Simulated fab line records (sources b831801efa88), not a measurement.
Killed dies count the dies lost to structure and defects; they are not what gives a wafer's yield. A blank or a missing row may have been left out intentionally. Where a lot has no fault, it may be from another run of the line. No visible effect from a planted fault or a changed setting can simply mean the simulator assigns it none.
2 desks looking at one fault / flow sky130 / what lay behind the numbers comes last; until then each desk has only its own

## THE METROLOGY DESK
Lot by lot, what the gauges showed, no matter which tool ran the lot: averages of those sampled wafers that carry a number. If a lot's mean is further than 4 standard deviations from the usual mean, the lot is out of limits and carries the mark OUT (the distance appears in the brackets).
Columns: A = SONOS_ONO_CVD_02_THK at SKY_SONOS_ONO_THK_MEAS_03, usual 10.44 nm; B = SONOS_ONO_OVL at SKY_SONOS_ONO_OVL_MEAS_14, usual 0.5 nm; C = POLY_GATE_OVL at SKY_POLY_GATE_OVL_MEAS_14, usual 1 nm
lot=L919; first seen here=day 11 11:47; A=10.44; B=-0.1; C=-0
lot=L920; first seen here=day 11 20:59; A=10.66; B=-0.5; C=-4
lot=L921; first seen here=day 12 13:30; A=10.57; B=-0.9; C=2
lot=L924; first seen here=day 13 08:02; A=10.68; B=-1.4; C=1
lot=L925; first seen here=day 13 14:25; A=10.56; B=1.2; C=-5
lot=L926; first seen here=day 14 05:40; A=10.39; B=0.6; C=2
lot=L927; first seen here=day 14 08:30; A=10.32; B=1.2; C=9
lot=L928; first seen here=day 14 15:41; A=10.24; B=2.1; C=-6
lot=L929; first seen here=day 14 19:52; A=10.46; B=-0.1; C=8
lot=L930; first seen here=day 15 06:16; A=10.26; B=2.7; C=-2
lot=L932; first seen here=day 15 23:02; A=10.41; B=1.1; C=2
lot=L939; first seen here=day 18 04:02; A=10.24; B=-0.8; C=-6
lot=L940; first seen here=day 18 09:26; A=10.41; B=0.7; C=-1
lot=L941; first seen here=day 18 21:38; A=10.66; B=0.9; C=2
Result from this desk: across the 14 lots, nothing is out of limits.

## DESK OF THE TOOL OWNER: iline_stepper-02
The tool's own readings at SKY_LDD_HVP_EXPOSE_04 (exposes mask HVPTM, target cd 700 nm): means of the sampled wafers that have a number, for each lot that ran on this tool. If a lot's mean is further than 4 standard deviations from the usual mean, the lot is out of limits and carries the mark OUT (the distance appears in the brackets).
Columns: A = exposure_dose_mJ_cm2 at SKY_LDD_HVP_EXPOSE_04, usual 85.99; B = focus_offset_nm at SKY_LDD_HVP_EXPOSE_04, usual -0.1 nm
lot=L920; first seen here=day 21 05:29; A=86.10; B=-0.0
lot=L921; first seen here=day 22 05:27; A=85.96; B=-0.1
lot=L924; first seen here=day 22 23:47; A=86.11; B=0.5
lot=L930; first seen here=day 25 04:34; A=85.95; B=0.1
lot=L932; first seen here=day 25 22:58; A=85.91; B=0.3
Result from this desk: across the 5 lots, nothing is out of limits.

## BROUGHT TOGETHER
At the metrology desk, nothing out of limits was observed.
Nothing out of limits was seen by the tool owner's desk.

## WHAT HAD BEEN PUT IN BY THE SIMULATOR
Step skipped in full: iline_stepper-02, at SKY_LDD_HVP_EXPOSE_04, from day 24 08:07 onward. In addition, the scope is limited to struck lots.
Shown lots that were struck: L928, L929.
